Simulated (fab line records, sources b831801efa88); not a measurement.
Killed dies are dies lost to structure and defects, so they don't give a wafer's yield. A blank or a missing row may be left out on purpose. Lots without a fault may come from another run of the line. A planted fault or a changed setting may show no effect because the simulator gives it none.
Which tool did it? | flow sky130 | 13 lots, 39 wafers sampled, at 3 steps of a route of 708

WHAT THE GAUGES READ, wafer by wafer
SKY_NWELL_OVL_MEAS_23.
lot  | measured     | on         | NWELL_01_OVL (nm)
L959 | day 5 04:25  | overlay-01 | 1.1 0.2 0.3
L960 | day 5 10:19  | overlay-02 | -1.3 -2.5 -2.2
L962 | day 5 22:48  | overlay-02 | -1.3 -1.3 -0.8
L963 | day 6 06:47  | overlay-02 | -3.6 -4.2 -1.8
L964 | day 6 10:44  | overlay-02 | 0.8 0.5 -1.3
L965 | day 6 18:20  | overlay-02 | 0.2 -2.7 -1.7
L967 | day 7 06:59  | overlay-02 | -4.8 -3.2 -3.6
L968 | day 8 09:31  | overlay-01 | 2.0 3.1 2.3
L969 | day 8 09:52  | overlay-02 | -4.0 -4.9 -4.4
L970 | day 8 11:17  | overlay-02 | -1.8 -1.8 -3.2
L971 | day 8 12:12  | overlay-01 | - - -
L981 | day 10 22:37 | overlay-01 | -1.0 -0.9 -2.8
L982 | day 11 00:50 | overlay-01 | 0.4 -0.7 -0.1

SKY_NWELL_TW_MEAS_26.
lot  | measured     | on            | NWELL_2_TW
L959 | day 5 04:43  | film_metro-03 | 494 494 492
L960 | day 5 10:37  | film_metro-03 | 492 495 493
L962 | day 5 23:05  | film_metro-02 | 490 491 490
L963 | day 6 07:04  | film_metro-02 | 489 490 487
L964 | day 6 11:01  | film_metro-04 | 496 497 498
L965 | day 6 18:37  | film_metro-03 | 493 496 493
L967 | day 7 07:17  | film_metro-02 | 489 488 491
L968 | day 8 09:50  | film_metro-02 | 493 487 491
L969 | day 8 10:10  | film_metro-04 | 501 498 497
L970 | day 8 11:34  | film_metro-04 | 499 496 497
L971 | day 8 12:29  | film_metro-02 | 30 29 30
L981 | day 10 22:54 | film_metro-04 | 498 498 498
L982 | day 11 01:07 | film_metro-04 | 502 500 500

WHICH TOOL RAN EACH LOT (tool, then ch and the chambers of the sampled wafers, then the start)
lot  | SKY_NWELL_EXPOSE_20
L959 | iline_stepper-01 ch 0, day 4 19:29
L960 | iline_stepper-02 ch 0, day 5 01:38
L962 | iline_stepper-02 ch 0, day 5 13:22
L963 | iline_stepper-01 ch 0, day 5 22:19
L964 | iline_stepper-02 ch 0, day 6 02:11
L965 | iline_stepper-02 ch 0, day 6 09:23
L967 | iline_stepper-01 ch 0, day 6 22:19
L968 | iline_stepper-02 ch 0, day 7 23:37
L969 | iline_stepper-01 ch 0, day 8 00:17
L970 | iline_stepper-01 ch 0, day 8 01:26
L971 | iline_stepper-01 ch 0, day 8 02:33
L981 | iline_stepper-01 ch 0, day 10 11:30
L982 | iline_stepper-02 ch 0, day 10 13:46
- SKY_NWELL_EXPOSE_20: exposes mask NWM COMPLEMENT, target cd 840 nm.

WHAT THE TOOLS THEMSELVES READ (means of the sampled wafers that have a number; where no wafer has one, the mark that the record gives instead)
The record holds no such reading with a usual standard deviation.

THE ANSWER, worked out from the rows above alone
Rule: what is usual is taken from the lots themselves. Put in order of their means at a reading, lots are off if they are a third of the lots or fewer, leave a main group of 4 or more, and stand apart from it by a gap of 3 or more times the standard deviation of the main group's means; of several such gaps the widest counts. A main group whose means are all the same, to the digits that the tables above print for the reading, isn't used. A lot without any number at a reading at which 4 lots or more have one is off too. The other lots that the step has rows for count as sound. The gauges are gone through in route order, then the tools' own readings, and for those a lot's mean is taken as printed above. The first step at which some lot is off is used, and at that step the reading that is off furthest; a lot without a number counts as furthest.
Off: L971, at SKY_NWELL_OVL_MEAS_23 (NWELL_01_OVL). Without a number there: L971. The main group: mean -1.4 nm, standard deviation 1.9.
A tool fits if, at a process step before that reading, it ran every lot that is off, and no sound lot after the first of them. The gauges at SKY_NWELL_OVL_MEAS_23 aren't tried: what is off there is off at SKY_NWELL_TW_MEAS_26 too, on other tools, and a gauge's error can't cause that. None of those tried fits.

WHAT THE SIMULATOR HAD PUT IN
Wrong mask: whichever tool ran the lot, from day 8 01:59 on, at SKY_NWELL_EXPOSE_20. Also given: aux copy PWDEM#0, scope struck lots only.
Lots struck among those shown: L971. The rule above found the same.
